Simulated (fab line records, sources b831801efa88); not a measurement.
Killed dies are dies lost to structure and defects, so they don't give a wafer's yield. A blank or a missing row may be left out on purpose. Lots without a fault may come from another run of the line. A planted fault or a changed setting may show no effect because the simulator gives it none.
Which tool did it? | flow gf180mcu | 10 lots, 30 wafers sampled, at 6 steps of a route of 602

WHAT THE GAUGES READ, wafer by wafer
GF_MIM_RS_MEAS_10: measures by four-point-probe.
lot  | measured     | on            | MIM_ALCU_RS (ohm/sq)
L996 | day 25 13:16 | film_metro-02 | 0.1594 0.1590 0.1585
L999 | day 26 14:11 | film_metro-03 | 0.1601 0.1586 0.1600
L101 | day 27 00:58 | film_metro-03 | 0.1610 0.1618 0.1631
L102 | day 27 12:35 | film_metro-02 | 0.1595 0.1585 0.1582
L103 | day 27 17:44 | film_metro-02 | 0.1590 0.1591 0.1576
L107 | day 29 00:34 | film_metro-03 | 0.1593 0.1581 0.1606
L109 | day 29 15:14 | film_metro-03 | 0.1628 0.1616 0.1623
L112 | day 30 09:51 | film_metro-02 | 0.1308 0.1595 0.1571
L115 | day 31 03:57 | film_metro-02 | 0.1592 0.1614 0.1610
L116 | day 31 07:58 | film_metro-03 | 0.1616 0.1626 0.1611

GF_MIM_THK_MEAS_11: measures by xrf.
lot  | measured     | on            | MIM_ALCU_THK (nm)
L996 | day 25 13:23 | film_metro-02 | 198.5 199.2 198.1
L999 | day 26 14:16 | film_metro-03 | 201.0 201.7 200.5
L101 | day 27 01:05 | film_metro-03 | 198.5 198.3 196.1
L102 | day 27 12:43 | film_metro-02 | 198.0 200.7 199.6
L103 | day 27 17:52 | film_metro-02 | 199.9 197.9 200.4
L107 | day 29 00:41 | film_metro-03 | 200.5 201.9 199.0
L109 | day 29 15:20 | film_metro-03 | 196.6 196.8 196.3
L112 | day 30 09:58 | film_metro-02 | 238.5 198.2 200.2
L115 | day 31 04:04 | film_metro-02 | 198.2 194.5 195.0
L116 | day 31 08:03 | film_metro-03 | 197.7 195.9 197.7

WHICH TOOL RAN EACH LOT (tool, then ch and the chambers of the sampled wafers, then the start)
lot  | GF_M4_SPUTTER_04             | GF_MIM_SPUTTER_02            | GF_MIM_SPUTTER_07            | GF_MIM_SPUTTER_08
L996 | pvd_sputter-04, day 23 13:02 | pvd_sputter-03, day 25 12:53 | pvd_sputter-02, day 25 13:09 | pvd_sputter-02, day 25 13:12
L999 | pvd_sputter-03, day 24 15:04 | pvd_sputter-03, day 26 13:44 | pvd_sputter-02, day 26 14:01 | pvd_sputter-02, day 26 14:04
L101 | pvd_sputter-01, day 25 03:54 | pvd_sputter-02, day 27 00:40 | pvd_sputter-01, day 27 00:52 | pvd_sputter-01, day 27 00:54
L102 | pvd_sputter-01, day 25 15:37 | pvd_sputter-03, day 27 12:13 | pvd_sputter-02, day 27 12:29 | pvd_sputter-02, day 27 12:32
L103 | pvd_sputter-01, day 25 21:17 | pvd_sputter-03, day 27 17:22 | pvd_sputter-02, day 27 17:38 | pvd_sputter-02, day 27 17:41
L107 | pvd_sputter-01, day 27 05:58 | pvd_sputter-03, day 29 00:16 | pvd_sputter-01, day 29 00:27 | pvd_sputter-01, day 29 00:30
L109 | pvd_sputter-04, day 27 21:04 | pvd_sputter-02, day 29 14:56 | pvd_sputter-03, day 29 15:07 | pvd_sputter-03, day 29 15:10
L112 | pvd_sputter-01, day 28 17:20 | pvd_sputter-01, day 30 09:32 | pvd_sputter-02, day 30 09:44 | pvd_sputter-02, day 30 09:46
L115 | pvd_sputter-04, day 29 13:02 | pvd_sputter-01, day 31 03:40 | pvd_sputter-03, day 31 03:51 | pvd_sputter-03, day 31 03:53
L116 | pvd_sputter-04, day 29 16:36 | pvd_sputter-01, day 31 07:37 | pvd_sputter-03, day 31 07:48 | pvd_sputter-03, day 31 07:50
- GF_M4_SPUTTER_04: material TiN, target thk 50 nm, time 41.7 s.
- GF_MIM_SPUTTER_02: material AlCu, target thk 450 nm, time 23.9 s.
- GF_MIM_SPUTTER_07: material TiN, target thk 60 nm, time 50 s.
- GF_MIM_SPUTTER_08: material AlCu, target thk 200 nm, time 10.6 s.

WHAT THE TOOLS THEMSELVES READ (means of the sampled wafers that have a number; where no wafer has one, the mark that the record gives instead)
GF_M4_SPUTTER_04.
lot  | tool           | cathode_dc_power_W (W) | throttle_valve_pct (%)
L996 | pvd_sputter-04 | 6499.5                 | 29.7
L999 | pvd_sputter-03 | 6499.5                 | 30.9
L101 | pvd_sputter-01 | 6499.8                 | 29.9
L102 | pvd_sputter-01 | 6500.1                 | 30.6
L103 | pvd_sputter-01 | 6500.7                 | 30.7
L107 | pvd_sputter-01 | 6500.4                 | 29.9
L109 | pvd_sputter-04 | 6500.9                 | 27.9
L112 | pvd_sputter-01 | 6498.9                 | 30.6
L115 | pvd_sputter-04 | 6499.1                 | 28.0
L116 | pvd_sputter-04 | 6500.8                 | 29.7

GF_MIM_SPUTTER_02.
lot  | tool           | cathode_dc_power_W (W) | throttle_valve_pct (%)
L996 | pvd_sputter-03 | 10601                  | 30.1
L999 | pvd_sputter-03 | 10599                  | 30.4
L101 | pvd_sputter-02 | 10600                  | 29.6
L102 | pvd_sputter-03 | 10600                  | 31.3
L103 | pvd_sputter-03 | 10599                  | 30.3
L107 | pvd_sputter-03 | 10599                  | 30.8
L109 | pvd_sputter-02 | 10601                  | 29.5
L112 | pvd_sputter-01 | 10600                  | 30.0
L115 | pvd_sputter-01 | 10600                  | 30.5
L116 | pvd_sputter-01 | 10600                  | 29.8

GF_MIM_SPUTTER_07.
lot  | tool           | cathode_dc_power_W (W) | throttle_valve_pct (%)
L996 | pvd_sputter-02 | 6501.2                 | 29.4
L999 | pvd_sputter-02 | 6500.3                 | 29.3
L101 | pvd_sputter-01 | 6500.0                 | 30.6
L102 | pvd_sputter-02 | 6500.6                 | 29.1
L103 | pvd_sputter-02 | 6500.8                 | 29.4
L107 | pvd_sputter-01 | 6500.3                 | 30.0
L109 | pvd_sputter-03 | 6500.0                 | 29.6
L112 | pvd_sputter-02 | 6502.0                 | 29.2
L115 | pvd_sputter-03 | 6500.6                 | 29.6
L116 | pvd_sputter-03 | 6499.8                 | 31.4

GF_MIM_SPUTTER_08.
lot  | tool           | cathode_dc_power_W (W) | throttle_valve_pct (%)
L996 | pvd_sputter-02 | 10599                  | 29.5
L999 | pvd_sputter-02 | 10598                  | 29.4
L101 | pvd_sputter-01 | 10600                  | 30.6
L102 | pvd_sputter-02 | 10601                  | 29.2
L103 | pvd_sputter-02 | 10601                  | 29.2
L107 | pvd_sputter-01 | 10600                  | 29.9
L109 | pvd_sputter-03 | 10601                  | 29.7
L112 | pvd_sputter-02 | 11328                  | 29.3
L115 | pvd_sputter-03 | 10599                  | 29.4
L116 | pvd_sputter-03 | 10599                  | 31.4

THE ANSWER, worked out from the rows above alone
Rule: what is usual is taken from the lots themselves. Put in order of their means at a reading, lots are off if they are a third of the lots or fewer, leave a main group of 4 or more, and stand apart from it by a gap of 3 or more times the standard deviation of the main group's means; of several such gaps the widest counts. A main group whose means are all the same, to the digits that the tables above print for the reading, isn't used. A lot without any number at a reading at which 4 lots or more have one is off too. The other lots that the step has rows for count as sound. The gauges are gone through in route order, then the tools' own readings, and for those a lot's mean is taken as printed above. The first step at which some lot is off is used, and at that step the reading that is off furthest; a lot without a number counts as furthest.
Off: L112, at GF_MIM_RS_MEAS_10 (MIM_ALCU_RS). The main group: mean 0.1602 ohm/sq, standard deviation 0.0014.
A tool fits if, at a process step before that reading, it ran every lot that is off, and no sound lot after the first of them. The gauges at GF_MIM_RS_MEAS_10 aren't tried: what is off there is off at GF_MIM_SPUTTER_08 too, on other tools, and a gauge's error can't cause that. Can't be told from this: 2 tools fit, pvd_sputter-01 at GF_M4_SPUTTER_04, pvd_sputter-02 at GF_MIM_SPUTTER_07 and GF_MIM_SPUTTER_08.

WHAT THE SIMULATOR HAD PUT IN
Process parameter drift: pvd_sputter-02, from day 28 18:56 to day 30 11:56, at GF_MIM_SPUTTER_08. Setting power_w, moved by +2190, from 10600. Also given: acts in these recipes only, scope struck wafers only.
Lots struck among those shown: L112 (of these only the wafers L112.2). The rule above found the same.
